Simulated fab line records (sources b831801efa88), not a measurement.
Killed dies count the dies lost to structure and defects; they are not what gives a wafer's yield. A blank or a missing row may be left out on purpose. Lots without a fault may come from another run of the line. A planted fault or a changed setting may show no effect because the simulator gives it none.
fab line records	flow sky130
record: lots: 12	wafers: 36	last-day: 50
route steps=708 shown CONTACT@406 PAD_OPEN@708
lots that met no fault: from a run of the same line without faults
start-h: the number of hours between the record's first day and the start of the first shown wafer of the lot	wait-h: how many hours have passed since the lot's step before this one	" unchanged from the row above	L1.1+2: several wafers, shown together as one row	- either no value or no given start	* or withheld: withheld	< > ~ a bound
route shown NAME@n: a module of which the file shows steps, and the number in the route of the first	usual: mean/standard deviation taken from wafers without a fault	same: alike in all rows	chamber/n: place in a boat	sites: the reading at each site	_std_site: standard deviation across them	_edge_site: inner sites' mean taken away from outer sites' mean	radius-mm: for every site, how far away it sits from the centre of the wafer	mask NAME#n: copy n	behind: the last tool/chamber to shape the wafer	hold: reason for holding the lot/hours on hold/outcome of the hold	device: transistor that didn't switch, given as n, p or np	end of line: the same wafers' tests at the end of the route	step lacking rows: just its recipe	killed: dies that structure and defects cost at the first sort, which is not the same as the wafer's yield	map: the dies of a wafer, with x for killed, . for not killed, _ for no die there
set.NAME: the setting the step ran with; set.NAME@STEP: the setting that earlier step ran with	model.NAME: the simulator's own value behind a step, which no gauge read
the route's steps for a sample of lots (tables are steps, rows are wafers)
services: a tool's chamber out of use, with start hour (start-h, from the record's first day; less than 0 if before it), hours out, and reason
== steps ==
step: SKY_CONTACT_CVD_00
recipe: material: Si3N4	target-thk-nm: 75	temp-c: 400	time-s: withheld	rf-w: 450
usual: heater-power-w: 706/110
lot.wafer	tool	chamber	start-h	wait-h	heater-power-w
L227.3	pecvd-01	2	735.02	0.0	705
L227.4	"	0	"	"	578
L227.5	"	2	"	"	714
L229.1	pecvd-01	1	746.95	0.0	711
L229.4	"	1	"	"	713
L229.5	"	2	"	"	735
L230.2	pecvd-02	2	752.50	0.0	662
L230.3	"	1	"	"	690
L230.4	"	2	"	"	675
L233.1	pecvd-02	0	769.24	0.0	674
L233.2	"	1	"	"	565
L233.3	"	2	"	"	656
L234.2	pecvd-01	2	781.96	0.0	712
L234.4	"	2	"	"	723
L234.6	"	1	"	"	652
L235.1	pecvd-02	2	785.40	0.0	693
L235.3	"	1	"	"	685
L235.5	"	2	"	"	692
L236.1	pecvd-01	0	794.21	0.0	524
L236.4	"	1	"	"	725
L236.6	"	0	"	"	541
L237.1	pecvd-04	2	802.43	0.0	987
L237.3	"	1	"	"	674
L237.5	"	0	"	"	742
L239.2	pecvd-04	2	821.08	0.0	947
L239.3	"	1	"	"	667
L239.5	"	0	"	"	734
L247.1	pecvd-04	0	869.65	0.0	752
L247.3	"	2	"	"	1059
L247.4	"	0	"	"	755
L248.4	pecvd-02	0	878.59	0.0	686
L248.5	"	1	"	"	554
L248.6	"	2	"	"	677
L249.1	pecvd-02	2	886.11	0.0	760
L249.3	"	0	"	"	722
L249.4	"	0	"	"	738
step: SKY_CONTACT_THK_MEAS_01
recipe: reads: Si3N4_of_CONTACT_CVD_00
usual: CONTACT_CVD_00_THK: 74.6/0.84
lot.wafer	tool	chamber	start-h	wait-h	CONTACT_CVD_00_THK[nm]
L227.3	film-metro-02	-	735.07	-	72.6
L227.4	"	-	"	"	75.3
L227.5	"	-	"	"	73.7
L229.1	film-metro-02	-	746.99	-	72.9
L229.4	"	-	"	"	75.1
L229.5	"	-	"	"	74.8
L230.2	film-metro-02	-	752.54	-	74.9
L230.3	"	-	"	"	74.8
L230.4	"	-	"	"	75.0
L233.1	film-metro-04	-	769.27	-	73.8
L233.2	"	-	"	"	72.8
L233.3	"	-	"	"	73.3
L234.2	film-metro-03	-	782.00	-	73.5
L234.4	"	-	"	"	75.2
L234.6	"	-	"	"	74.6
L235.1	film-metro-03	-	785.43	-	73.4
L235.3	"	-	"	"	74.2
L235.5	"	-	"	"	75.0
L236.1	film-metro-02	-	794.25	-	73.7
L236.4	"	-	"	"	74.7
L236.6	"	-	"	"	75.5
L237.1	film-metro-04	-	802.46	-	74.7
L237.3	"	-	"	"	74.3
L237.5	"	-	"	"	75.0
L239.2	film-metro-04	-	821.12	-	73.9
L239.3	"	-	"	"	74.1
L239.5	"	-	"	"	74.8
L247.1	film-metro-04	-	869.68	-	74.8
L247.3	"	-	"	"	74.7
L247.4	"	-	"	"	76.5
L248.4	film-metro-03	-	878.64	-	74.4
L248.5	"	-	"	"	75.5
L248.6	"	-	"	"	75.0
L249.1	film-metro-04	-	886.15	-	74.1
L249.3	"	-	"	"	74.6
L249.4	"	-	"	"	75.3
step: SKY_CONTACT_CMP_04
recipe: material: SiO2	down-force-psi: 4	platen-rpm: 60	pad-velocity-m-s: 0.94248
usual: head-pressure-psi: 4.001/0.0081	motor-current-A: 12.0/1.1	slurry-flow-ml-min: 149.9/0.5	time-to-endpoint-s: 81/3.9
lot.wafer	tool	chamber	start-h	wait-h	head-pressure-psi	motor-current-A	slurry-flow-ml-min	time-to-endpoint-s
L227.4	cmp-02	1	735.40	0.2	4.001	12.2	150.1	80
L227.3	"	0	"	"	3.990	11.6	150.4	82
L227.5	"	1	"	"	4.002	11.8	150.6	80
L229.1	cmp-02	2	747.18	0.1	4.001	10.5	149.4	83
L229.4	"	1	"	"	4.012	11.2	150.0	80
L229.5	"	3	"	"	4.008	10.7	149.9	81
L230.3	cmp-01	3	752.72	0.0	4.012	11.8	150.5	84
L230.2	"	1	"	"	3.994	11.3	149.5	82
L230.4	"	2	"	"	4.001	13.2	149.7	82
L233.2	cmp-01	1	769.60	0.0	4.006	11.9	150.0	77
L233.1	"	2	"	"	3.989	12.7	149.6	76
L233.3	"	0	"	"	4.018	13.2	149.2	80
L234.4	cmp-01	0	782.27	0.1	3.986	13.7	150.3	82
L234.2	"	2	"	"	4.016	13.6	149.7	79
L234.6	"	0	"	"	3.995	12.6	150.0	81
L235.3	cmp-01	1	785.62	0.0	3.993	11.8	150.0	82
L235.1	"	3	"	"	3.995	12.2	149.7	78
L235.5	"	1	"	"	3.994	11.9	149.8	85
L236.4	cmp-02	1	794.49	0.1	4.009	11.6	149.5	88
L236.1	"	3	"	"	3.997	10.5	150.3	85
L236.6	"	1	"	"	4.012	11.6	148.8	86
L237.1	cmp-01	0	802.72	0.1	4.012	13.4	148.6	103
L237.3	"	2	"	"	4.001	13.2	150.5	76
L237.5	"	1	"	"	4.002	11.2	150.4	82
L239.3	cmp-02	1	821.35	0.1	4.000	11.8	150.3	90
L239.2	"	2	"	"	4.007	10.1	150.3	86
L239.5	"	1	"	"	3.998	11.0	152.0	90
L247.3	cmp-01	3	869.87	0.0	3.997	11.9	149.9	77
L247.4	"	0	"	"	3.993	13.0	150.4	75
L247.1	"	1	"	"	4.014	11.7	149.6	81
L248.4	cmp-01	0	878.85	0.1	3.997	12.8	150.2	76
L248.6	"	3	"	"	4.007	11.9	150.5	77
L248.5	"	0	"	"	3.986	13.3	150.4	79
L249.3	cmp-01	1	886.34	0.0	3.996	11.9	150.0	84
L249.4	"	3	"	"	3.992	11.7	149.9	80
L249.1	"	0	"	"	4.011	13.4	150.1	77
step: SKY_CONTACT_CD_MEAS_14
recipe: target-cd-nm: 170
usual: cd-nm: 170.3/1.5
lot.wafer	tool	chamber	start-h	wait-h	cd-nm
L227.3	cd-sem-01	-	763.48	-	169.5
L227.4	"	-	"	"	168.7
L227.5	"	-	"	"	169.4
L229.1	cd-sem-01	-	775.24	-	167.6
L229.4	"	-	"	"	167.9
L229.5	"	-	"	"	167.9
L230.2	cd-sem-01	-	780.01	-	172.5
L230.3	"	-	"	"	173.2
L230.4	"	-	"	"	170.6
L233.1	cd-sem-02	-	797.48	-	169.2
L233.2	"	-	"	"	168.9
L233.3	"	-	"	"	168.8
L234.2	cd-sem-02	-	809.07	-	169.9
L234.4	"	-	"	"	168.6
L234.6	"	-	"	"	168.5
L235.1	cd-sem-01	-	812.70	-	171.5
L235.3	"	-	"	"	172.1
L235.5	"	-	"	"	173.6
L236.1	cd-sem-02	-	820.98	-	171.7
L236.4	"	-	"	"	170.5
L236.6	"	-	"	"	170.4
L237.1	cd-sem-01	-	829.28	-	170.1
L237.3	"	-	"	"	170.4
L237.5	"	-	"	"	172.6
L239.2	cd-sem-02	-	848.02	-	170.4
L239.3	"	-	"	"	169.7
L239.5	"	-	"	"	171.1
L247.1	cd-sem-01	-	895.88	-	171.3
L247.3	"	-	"	"	170.6
L247.4	"	-	"	"	170.8
L248.4	cd-sem-01	-	904.41	-	170.1
L248.5	"	-	"	"	170.9
L248.6	"	-	"	"	171.8
L249.1	cd-sem-02	-	911.98	-	169.8
L249.3	"	-	"	"	168.3
L249.4	"	-	"	"	168.5
step: SKY_CONTACT_ETCH_17
recipe: target: SiO2	chemistry: C4F8/O2/Ar	stop-on: Si3N4	mask-material: KrF-thick	source-w: 1500	bias-w: 1200	pressure-mtorr: 40	c4f8-flow-sccm: withheld	O2_flow_sccm: 6	Ar_flow_sccm: 300	time-s: withheld	target-depth-a: 3400
usual: oes-product-au: 0.892/0.0054
lot.wafer	tool	chamber	start-h	wait-h	oes-product-au
L227.3	rie-diel-02	2	763.64	0.0	0.891
L227.4	"	2	"	"	0.891
L227.5	"	3	"	"	0.891
L229.1	rie-diel-02	2	775.44	0.0	0.880
L229.4	"	3	"	"	0.890
L229.5	"	0	"	"	0.894
L230.2	rie-diel-02	2	780.19	0.0	0.897
L230.3	"	1	"	"	0.898
L230.4	"	3	"	"	0.895
L233.1	rie-diel-02	1	797.68	0.0	0.894
L233.2	"	2	"	"	0.900
L233.3	"	0	"	"	0.885
L234.2	rie-diel-01	3	809.24	0.0	0.896
L234.4	"	0	"	"	0.900
L234.6	"	1	"	"	0.889
L235.1	rie-diel-01	3	812.90	0.0	0.897
L235.3	"	2	"	"	0.891
L235.5	"	1	"	"	0.897
L236.1	rie-diel-03	2	821.18	0.0	0.893
L236.4	"	3	"	"	0.894
L236.6	"	0	"	"	0.898
L237.1	rie-diel-01	3	829.48	0.0	0.993
L237.3	"	0	"	"	0.893
L237.5	"	3	"	"	0.902
L239.2	rie-diel-01	1	848.20	0.0	0.898
L239.3	"	3	"	"	0.890
L239.5	"	2	"	"	0.896
L247.1	rie-diel-02	3	896.08	0.0	0.898
L247.3	"	1	"	"	0.890
L247.4	"	1	"	"	0.889
L248.4	rie-diel-01	3	904.55	0.0	0.896
L248.5	"	2	"	"	0.881
L248.6	"	1	"	"	0.887
L249.1	rie-diel-02	0	912.18	0.0	0.897
L249.3	"	1	"	"	0.888
L249.4	"	3	"	"	0.884
step: SKY_PAD_OPEN_PROBE_99
usual: killed_at_M0_to_M3: 43/7.1	killed_at_M4_up: 3.3/2	killed-at-contacts: 24/5.1	killed-at-front-end: 15/4.6	killed-at-other: 0.3/0.6	killed-dies: 86/9.6	killed-on-rim: 17/3.8	killed-open: 46/7.3	killed-short: 39/6.7
same: gross-dies: 492	killed-at-back-side: 0
lot.wafer	tool	chamber	start-h	wait-h	killed_at_M0_to_M3	killed_at_M4_up	killed-at-contacts	killed-at-front-end	killed-at-other	killed-dies	killed-on-rim	killed-open	killed-short
L227.3	prober-01	-	1099.24	0.2	53	2	26	14	0	95	18	52	43
L227.4	prober-01	-	1099.29	0.2	45	0	24	17	0	86	18	43	43
L227.5	prober-01	-	1099.34	0.2	39	5	36	16	0	96	20	56	39
L229.1	prober-02	-	1108.32	0.1	49	4	22	10	0	85	14	45	40
L229.4	prober-02	-	1108.47	0.2	47	0	19	12	0	78	15	44	34
L229.5	prober-02	-	1108.52	0.2	53	3	21	15	0	92	17	44	48
L230.2	prober-01	-	1110.78	0.1	60	2	30	11	0	103	25	62	41
L230.3	prober-01	-	1110.83	0.2	37	3	20	17	0	77	20	37	40
L230.4	prober-01	-	1110.88	0.2	39	6	26	15	0	86	13	39	47
L233.1	prober-02	-	1125.43	0.1	35	4	28	9	0	76	13	44	32
L233.2	prober-02	-	1125.48	0.1	45	5	27	11	0	88	17	47	41
L233.3	prober-02	-	1125.53	0.2	38	2	20	17	0	77	10	42	35
L234.2	prober-01	-	1136.45	0.1	36	3	26	10	1	76	14	48	28
L234.4	prober-01	-	1136.55	0.2	37	5	22	19	0	83	20	48	35
L234.6	prober-01	-	1136.65	0.2	30	5	26	16	0	77	13	44	33
L235.1	prober-02	-	1137.90	0.1	38	2	21	16	0	77	14	54	23
L235.3	prober-02	-	1138.00	0.2	46	6	26	10	0	88	15	48	40
L235.5	prober-02	-	1138.10	0.2	34	0	20	17	0	71	12	32	38
L236.1	prober-01	-	1142.65	0.1	43	5	27	13	0	88	13	43	45
L236.4	prober-01	-	1142.80	0.2	41	0	32	16	0	89	15	49	40
L236.6	prober-01	-	1142.90	0.2	50	2	22	6	1	81	15	38	42
L237.1	prober-02	-	1146.10	0.1	44	2	210	15	1	272	87	43	41
L237.3	prober-02	-	1146.20	0.2	33	2	26	11	0	72	12	41	30
L237.5	prober-02	-	1146.30	0.2	39	1	23	12	1	76	15	39	36
L239.2	prober-02	-	1160.48	0.1	39	1	20	19	0	79	15	43	35
L239.3	prober-02	-	1160.53	0.2	46	5	16	14	1	82	13	47	35
L239.5	prober-02	-	1160.63	0.2	45	6	15	17	1	84	18	36	47
L247.1	prober-02	-	1193.93	0.1	43	2	18	11	4	78	19	45	31
L247.3	prober-02	-	1194.03	0.2	63	3	31	14	0	111	21	54	57
L247.4	prober-02	-	1194.08	0.2	35	3	15	13	0	66	13	33	33
L248.4	prober-01	-	1197.78	0.2	46	1	28	15	1	91	16	50	41
L248.5	prober-01	-	1197.83	0.2	35	6	32	13	0	86	18	53	33
L248.6	prober-01	-	1197.88	0.2	48	2	37	8	0	95	20	58	37
L249.1	prober-02	-	1202.65	0.1	44	3	20	20	1	88	20	53	35
L249.3	prober-02	-	1202.75	0.2	32	2	20	12	0	66	17	37	29
L249.4	prober-02	-	1202.80	0.2	27	4	26	14	0	71	11	33	38
killed by level:class
L227.3 VIA1:geometric-particle:open=13 LI_CONTACT:geometric-particle:open=11 METAL2:geometric-particle:short=8 CONTACT:geometric-particle:open=7 POLY_GATE:geometric-particle:short=6 VIA2:geometric-particle:open=5 METAL1:geometric-particle:short=5 POLY_GATE:geometric-particle:open=4
L227.4 METAL2:geometric-particle:short=10 VIA3:geometric-particle:open=10 CONTACT:geometric-particle:open=7 LOCAL_INTERCONNECT:geometric-particle:short=7 VIA1:geometric-particle:open=6 VIA2:geometric-particle:open=5 POLY_GATE:geometric-particle:short=4 LI_CONTACT:geometric-particle:open=4
L227.5 CONTACT:geometric-particle:open=14 VIA2:geometric-particle:open=11 LI_CONTACT:geometric-particle:open=7 LOCAL_INTERCONNECT:geometric-particle:short=6 CONTACT:geometric-particle:short=6 METAL1:geometric-particle:short=6 VIA1:geometric-particle:open=5 VIA3:geometric-particle:open=5
L229.1 VIA1:geometric-particle:open=10 CONTACT:geometric-particle:open=9 VIA2:geometric-particle:open=8 METAL1:geometric-particle:short=7 CONTACT:geometric-particle:short=6 LI_CONTACT:geometric-particle:open=5 VIA1:geometric-particle:short=5 METAL3:geometric-particle:short=4
L229.4 VIA1:geometric-particle:open=12 LI_CONTACT:geometric-particle:open=9 METAL1:geometric-particle:short=7 VIA1:geometric-particle:short=6 VIA2:geometric-particle:open=6 LOCAL_INTERCONNECT:geometric-particle:short=5 METAL2:geometric-particle:short=5 VIA3:geometric-particle:open=4
L229.5 VIA2:geometric-particle:open=11 METAL2:geometric-particle:short=9 CONTACT:geometric-particle:open=8 LI_CONTACT:geometric-particle:open=7 VIA1:geometric-particle:short=7 METAL1:geometric-particle:short=6 VIA1:geometric-particle:open=6 FIELD_ISO:geometric-particle:short=5
L230.2 VIA1:geometric-particle:open=18 LI_CONTACT:geometric-particle:open=8 CONTACT:geometric-particle:short=7 CONTACT:geometric-particle:open=7 VIA2:geometric-particle:open=7 VIA3:geometric-particle:open=7 VIA1:geometric-particle:short=6 VIA3:geometric-particle:short=6
L230.3 METAL1:geometric-particle:short=7 CONTACT:geometric-particle:open=6 POLY_GATE:geometric-particle:short=5 VIA1:geometric-particle:open=5 VIA2:geometric-particle:open=5 FIELD_ISO:geometric-particle:short=4 POLY_GATE:geometric-particle:open=4 LI_CONTACT:geometric-particle:short=4
L230.4 VIA1:geometric-particle:short=10 CONTACT:geometric-particle:open=9 LOCAL_INTERCONNECT:geometric-particle:short=7 VIA1:geometric-particle:open=6 LI_CONTACT:geometric-particle:open=5 VIA3:geometric-particle:open=5 METAL4:geometric-particle:short=5 VIA2:geometric-particle:open=5
L233.1 LI_CONTACT:geometric-particle:open=14 METAL1:geometric-particle:short=8 POLY_GATE:geometric-particle:short=6 CONTACT:geometric-particle:open=6 VIA1:geometric-particle:open=6 VIA3:geometric-particle:open=5 LOCAL_INTERCONNECT:geometric-particle:short=5 VIA2:geometric-particle:open=5
L233.2 CONTACT:geometric-particle:open=9 LI_CONTACT:geometric-particle:open=8 VIA1:geometric-particle:open=7 VIA3:geometric-particle:open=7 VIA1:geometric-particle:short=6 VIA2:geometric-particle:open=6 CONTACT:geometric-particle:short=5 METAL1:geometric-particle:short=4
L233.3 VIA1:geometric-particle:open=11 LI_CONTACT:geometric-particle:open=8 POLY_GATE:geometric-particle:short=5 CONTACT:geometric-particle:open=5 LOCAL_INTERCONNECT:geometric-particle:short=5 VIA1:geometric-particle:short=5 METAL1:geometric-particle:short=4 METAL2:geometric-particle:short=4
L234.2 CONTACT:geometric-particle:open=13 VIA1:geometric-particle:open=11 VIA3:geometric-particle:open=8 METAL1:geometric-particle:short=6 LI_CONTACT:geometric-particle:open=4 VIA2:geometric-particle:short=4 CONTACT:geometric-particle:short=4 FIELD_ISO:geometric-particle:open=3
L234.4 CONTACT:geometric-particle:open=9 VIA1:geometric-particle:open=8 LI_CONTACT:geometric-particle:open=7 FIELD_ISO:geometric-particle:short=6 VIA3:geometric-particle:open=6 FIELD_ISO:geometric-particle:open=5 CONTACT:geometric-particle:short=5 METAL1:geometric-particle:short=5
L234.6 CONTACT:geometric-particle:open=11 LI_CONTACT:geometric-particle:open=6 METAL2:geometric-particle:short=6 VIA1:geometric-particle:short=6 FIELD_ISO:geometric-particle:open=5 POLY_GATE:geometric-particle:short=4 CONTACT:geometric-particle:short=4 VIA3:geometric-particle:open=4
L235.1 VIA1:geometric-particle:open=12 CONTACT:geometric-particle:open=8 VIA2:geometric-particle:open=7 LI_CONTACT:geometric-particle:open=5 LOCAL_INTERCONNECT:geometric-particle:short=5 FIELD_ISO:geometric-particle:open=4 POLY_GATE:geometric-particle:open=4 VIA3:geometric-particle:open=4
L235.3 VIA1:geometric-particle:open=11 CONTACT:geometric-particle:open=7 VIA2:geometric-particle:open=7 METAL2:geometric-particle:short=6 LI_CONTACT:geometric-particle:open=6 CONTACT:geometric-particle:short=6 LOCAL_INTERCONNECT:geometric-particle:short=5 VIA3:geometric-particle:open=5
L235.5 VIA1:geometric-particle:open=8 METAL2:geometric-particle:short=6 FIELD_ISO:geometric-particle:short=5 METAL1:geometric-particle:short=5 CONTACT:geometric-particle:short=5 SPACER:geometric-particle:open=4 LI_CONTACT:geometric-particle:open=4 CONTACT:geometric-particle:open=4
L236.1 LI_CONTACT:geometric-particle:open=11 METAL1:geometric-particle:short=8 VIA1:geometric-particle:open=8 METAL2:geometric-particle:short=8 FIELD_ISO:geometric-particle:short=6 LOCAL_INTERCONNECT:geometric-particle:short=5 CONTACT:geometric-particle:open=5 VIA2:geometric-particle:open=4
L236.4 VIA1:geometric-particle:open=12 LI_CONTACT:geometric-particle:open=11 METAL1:geometric-particle:short=9 CONTACT:geometric-particle:open=7 LOCAL_INTERCONNECT:geometric-particle:short=6 FIELD_ISO:geometric-particle:open=5 METAL2:geometric-particle:short=5 CONTACT:geometric-particle:short=4
L236.6 VIA2:geometric-particle:short=10 VIA1:geometric-particle:open=8 VIA3:geometric-particle:open=8 LI_CONTACT:geometric-particle:open=6 METAL1:geometric-particle:short=6 METAL2:geometric-particle:short=6 VIA1:geometric-particle:short=4 LI_CONTACT:geometric-particle:short=4
L237.1 CONTACT:area-cmp=187 LOCAL_INTERCONNECT:geometric-particle:short=9 VIA1:geometric-particle:open=9 VIA2:geometric-particle:open=8 LI_CONTACT:geometric-particle:open=6 CONTACT:geometric-particle:open=6 VIA3:geometric-particle:short=6 FIELD_ISO:geometric-particle:open=4
L237.3 CONTACT:geometric-particle:open=13 METAL1:geometric-particle:short=8 VIA1:geometric-particle:open=6 CONTACT:geometric-particle:short=5 FIELD_ISO:geometric-particle:open=4 VIA1:geometric-particle:short=4 FIELD_ISO:geometric-particle:short=3 LI_CONTACT:geometric-particle:open=3
L237.5 CONTACT:geometric-particle:open=8 VIA1:geometric-particle:open=8 METAL3:geometric-particle:short=7 VIA3:geometric-particle:open=7 FIELD_ISO:geometric-particle:short=4 VIA2:geometric-particle:short=4 LI_CONTACT:geometric-particle:open=4 LOCAL_INTERCONNECT:geometric-particle:short=4
L239.2 CONTACT:geometric-particle:open=12 VIA2:geometric-particle:open=6 VIA3:geometric-particle:open=6 METAL1:geometric-particle:short=5 METAL2:geometric-particle:short=5 POLY_GATE:geometric-particle:short=4 POLY_CUT:geometric-particle:short=4 LI_CONTACT:geometric-particle:open=4
L239.3 VIA1:geometric-particle:open=15 CONTACT:geometric-particle:open=8 METAL2:geometric-particle:short=6 FIELD_ISO:geometric-particle:open=5 VIA3:geometric-particle:open=5 LI_CONTACT:geometric-particle:open=4 VIA1:geometric-particle:short=4 METAL3:geometric-particle:short=4
L239.5 VIA1:geometric-particle:open=15 FIELD_ISO:geometric-particle:short=8 VIA1:geometric-particle:short=6 METAL2:geometric-particle:short=6 METAL4:geometric-particle:short=5 LI_CONTACT:geometric-particle:open=5 CONTACT:geometric-particle:open=5 METAL1:geometric-particle:short=5
L247.1 VIA1:geometric-particle:open=10 CONTACT:geometric-particle:open=7 METAL2:geometric-particle:short=7 LI_CONTACT:geometric-particle:open=6 VIA3:geometric-particle:open=6 VIA1:geometric-particle:short=5 VIA2:geometric-particle:open=5 FIELD_ISO:geometric-particle:open=3
L247.3 VIA3:geometric-particle:open=12 VIA1:geometric-particle:open=10 METAL2:geometric-particle:short=10 VIA2:geometric-particle:open=8 LI_CONTACT:geometric-particle:short=7 CONTACT:geometric-particle:open=7 VIA3:geometric-particle:short=6 LI_CONTACT:geometric-particle:open=6
L247.4 VIA1:geometric-particle:open=8 VIA2:geometric-particle:open=6 POLY_GATE:geometric-particle:short=4 LOCAL_INTERCONNECT:geometric-particle:short=4 CONTACT:geometric-particle:open=4 VIA1:geometric-particle:short=4 VIA2:geometric-particle:short=4 FIELD_ISO:geometric-particle:short=3
L248.4 VIA1:geometric-particle:open=11 LI_CONTACT:geometric-particle:open=9 VIA2:geometric-particle:open=9 CONTACT:geometric-particle:open=8 METAL1:geometric-particle:short=6 METAL2:geometric-particle:short=6 VIA3:geometric-particle:open=6 FIELD_ISO:geometric-particle:short=5
L248.5 CONTACT:geometric-particle:open=14 VIA1:geometric-particle:open=10 VIA3:geometric-particle:open=7 LI_CONTACT:geometric-particle:open=6 CONTACT:geometric-particle:short=6 METAL1:geometric-particle:short=5 FIELD_ISO:geometric-particle:open=4 VIA1:geometric-particle:short=4
L248.6 CONTACT:geometric-particle:open=19 VIA2:geometric-particle:open=10 VIA1:geometric-particle:open=9 LI_CONTACT:geometric-particle:open=7 VIA3:geometric-particle:open=7 CONTACT:geometric-particle:short=6 LOCAL_INTERCONNECT:geometric-particle:short=5 METAL1:geometric-particle:short=5
L249.1 VIA1:geometric-particle:open=9 CONTACT:geometric-particle:open=7 VIA3:geometric-particle:open=7 FIELD_ISO:geometric-particle:short=6 FIELD_ISO:geometric-particle:open=5 METAL1:geometric-particle:open=5 METAL2:geometric-particle:short=5 VIA2:geometric-particle:open=5
L249.3 CONTACT:geometric-particle:open=11 METAL1:geometric-particle:short=7 VIA1:geometric-particle:open=6 POLY_GATE:geometric-particle:open=5 VIA2:geometric-particle:open=5 VIA3:geometric-particle:short=5 VIA3:geometric-particle:open=4 FIELD_ISO:geometric-particle:short=3
L249.4 LI_CONTACT:geometric-particle:open=9 CONTACT:geometric-particle:short=7 VIA3:geometric-particle:open=7 CONTACT:geometric-particle:open=6 FIELD_ISO:geometric-particle:short=5 METAL1:geometric-particle:short=5 METAL1:geometric-particle:open=4 VIA2:geometric-particle:open=3
== services ==
tool	chamber	start-h	hours	kind
rie-diel-01	2	715.25	30.0	repair
pecvd-02	-	719.61	2.8	pm
cmp-01	-	727.94	9.3	pm
cmp-01	-	737.24	8.0	pm
cmp-01	-	745.20	4.0	pm
rie-diel-01	1	751.32	9.9	repair
pecvd-02	-	757.61	1.1	repair
cmp-02	-	762.45	1.9	repair
pecvd-02	-	763.51	2.7	repair
rie-diel-02	3	767.68	2.5	repair
rie-diel-01	-	773.80	15.6	pm
cmp-01	-	788.27	5.7	pm
rie-diel-02	2	797.75	6.3	repair
pecvd-04	-	803.84	5.5	pm
pecvd-02	-	805.26	1.1	repair
pecvd-02	2	846.26	6.0	repair
cmp-01	-	853.36	0.3	repair
rie-diel-02	3	853.96	3.7	repair
pecvd-04	-	875.72	1.6	repair
pecvd-01	0	876.66	22.8	repair
rie-diel-02	-	877.33	1.0	repair
rie-diel-02	2	895.90	59.0	repair
pecvd-01	2	900.01	4.2	repair
cmp-02	-	907.98	4.4	repair
== key ==
first-sign: step: SKY_CONTACT_CMP_04	reading: time-to-endpoint-s	direction: up	sigmas: 5.7	usual: *	struck: *
effect: step: SKY_CONTACT_ETCH_17	reading: oes-product-au	direction: up	sigmas: 19	usual: 0.892	struck: 0.993
effect: step: SKY_PAD_OPEN_PROBE_99	reading: killed-at-contacts	direction: up	sigmas: 36	usual: 24	struck: 210
more-kills-born-at: SKY_CONTACT_CMP_04@cmp-01: 187
met-at SKY_CONTACT_CMP_04
struck-lots L237
struck-wafers L237.1
tester-left-out L237
not-acting-at SKY_CONTACT_CVD_00,SKY_CONTACT_THK_MEAS_01,SKY_CONTACT_CD_MEAS_14
onset-between 785.62 802.72
fault: kind: process-parameter-drift	tool: cmp-01	chamber: -	onset-h: 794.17	steps: SKY_CONTACT_CMP_04	channel: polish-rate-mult	offset: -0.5	shape: step	end-h: 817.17	scope: struck-wafers-only
tester-left-out: of these lots the tester's yield and bins aren't shown, on N5 and GAA mostly nor the transistor test; their killed dies are dies lost to structure and defects alone, not to doping, threshold or leakage, so they don't give the yield
